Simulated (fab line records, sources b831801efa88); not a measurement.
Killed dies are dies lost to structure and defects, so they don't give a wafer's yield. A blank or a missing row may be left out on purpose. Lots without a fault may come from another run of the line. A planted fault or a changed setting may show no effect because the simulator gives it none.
Chamber matching | flow gf180mcu | GF_V4_CMP_26 on cmp-02: 4 sister chambers
The step polishes, stops on SiO2, t overpolish 15 s, target thk 0 nm. 8 wafers are shown with their chamber, then 12 later ones without.

WAFERS WITH THEIR CHAMBER
wafer  | chamber | motor_current_A (A) | time_to_endpoint_s (s)
L091.5 | 0       | 10.8                | 81
L091.6 | 1       | 10.6                | 87
L093.1 | 3       | 11.2                | 88
L093.2 | 1       | 11.9                | 88
L093.4 | 0       | 10.5                | 87
L092.1 | 2       | 9.8                 | 85
L092.2 | 3       | 10.9                | 84
L092.6 | 2       | 9.9                 | 83

WAFERS WITHOUT THEIR CHAMBER
wafer  | motor_current_A (A) | time_to_endpoint_s (s)
L095.2 | 11.0                | 87
L095.4 | 10.6                | 86
L095.5 | 11.0                | 84
L094.2 | 10.5                | 81
L094.5 | 10.7                | 86
L094.6 | 10.4                | 90
L096.1 | 10.9                | 82
L096.2 | 11.0                | 85
L096.6 | 10.9                | 84
L097.1 | 11.3                | 86
L097.2 | 10.1                | 84
L097.4 | 10.5                | 81

WHICH CHAMBER EACH WENT THROUGH
wafer  | from the rows above               | in truth
L095.2 | can't be placed: 3 or 1 or 0      | 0
L095.4 | can't be placed: 0 or 3 or 1 or 2 | 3
L095.5 | can't be placed: 0 or 3 or 1 or 2 | 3
L094.2 | can't be placed: 0 or 2 or 3 or 1 | 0
L094.5 | can't be placed: 3 or 0 or 1 or 2 | 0
L094.6 | can't be placed: 1 or 3 or 0 or 2 | 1
L096.1 | can't be placed: 0 or 3 or 1 or 2 | 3
L096.2 | can't be placed: 3 or 0 or 1      | 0
L096.6 | can't be placed: 0 or 3 or 1 or 2 | 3
L097.1 | can't be placed: 3 or 1 or 0      | 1
L097.2 | can't be placed: 2 or 0 or 3      | 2
L097.4 | can't be placed: 0 or 2 or 3 or 1 | 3
Placed correctly: 0 of 12. Can't be placed from these rows: 12 (the true chamber is among the candidates in 12). Placed wrongly: 0.
How it was worked out, from the rows above alone: a wafer's distance from a chamber is the root of the sum, over the readings, of the square of ((its reading less the chamber's mean) divided by the reading's scatter). The wafer belongs to the nearest chamber; if the next one is less than 2 further off, it can't be placed. A chamber's mean is the mean of its shown wafers. The scatter: the root of (the sum of the squares of (reading less its chamber's mean) over the shown wafers, divided by (wafers less chambers)).
